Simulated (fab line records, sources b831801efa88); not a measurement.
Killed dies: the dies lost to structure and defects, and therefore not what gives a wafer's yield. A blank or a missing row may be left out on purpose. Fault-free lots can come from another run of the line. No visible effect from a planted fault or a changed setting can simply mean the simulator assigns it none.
One fault seen from 2 desks    flow sky130    what lay behind the numbers comes last; until then each desk has only its own

## AT THE METROLOGY DESK
Means of the sampled wafers that have a number, per lot and without regard to the tool the lot ran on: this is what the gauges read. If a lot's mean is further than 4 standard deviations from the usual mean, the lot is out of limits and carries the mark OUT (the distance appears in the brackets).
Columns: A = LI_CONTACT_BOW at SKY_LI_CONTACT_BOW_MEAS_03, usual 56 um
lot   first seen here  A
L588  day 27 07:01     59
L589  day 27 22:52     55
L591  day 28 22:50     51
L592  day 29 06:58     50
L593  day 29 10:23     54
L594  day 29 17:34     53
L595  day 30 03:53     52
L596  day 30 13:02     62
L603  day 33 04:40     53
L605  day 33 13:53     60
L606  day 33 17:29     57
L607  day 34 05:37     66
L609  day 34 21:56     56
L611  day 35 12:04     60
This desk's verdict: no lot among the 14 shows anything out of limits.

## THE TOOL OWNER'S DESK: litho-track-02
For each lot that ran on this tool, the mean over its sampled wafers that have a number, from the tool's own readings at SKY_LI_CONTACT_PEB_10. If a lot's mean is further than 4 standard deviations from the usual mean, the lot is out of limits and carries the mark OUT (the distance appears in the brackets).
Columns: A = exhaust-pa at SKY_LI_CONTACT_PEB_10, usual 45.0 Pa
lot   first seen here  A
L592  day 30 10:00     45.5
L596  day 31 16:00     44.8
L605  day 34 16:00     44.7
L606  day 34 21:00     45.1
This desk's verdict: no lot among the 4 shows anything out of limits.

## ALL TOGETHER
The metrology desk saw nothing out of limits.
The desk of the tool owner found nothing out of limits.

## WHAT THE SIMULATOR HAD INSERTED
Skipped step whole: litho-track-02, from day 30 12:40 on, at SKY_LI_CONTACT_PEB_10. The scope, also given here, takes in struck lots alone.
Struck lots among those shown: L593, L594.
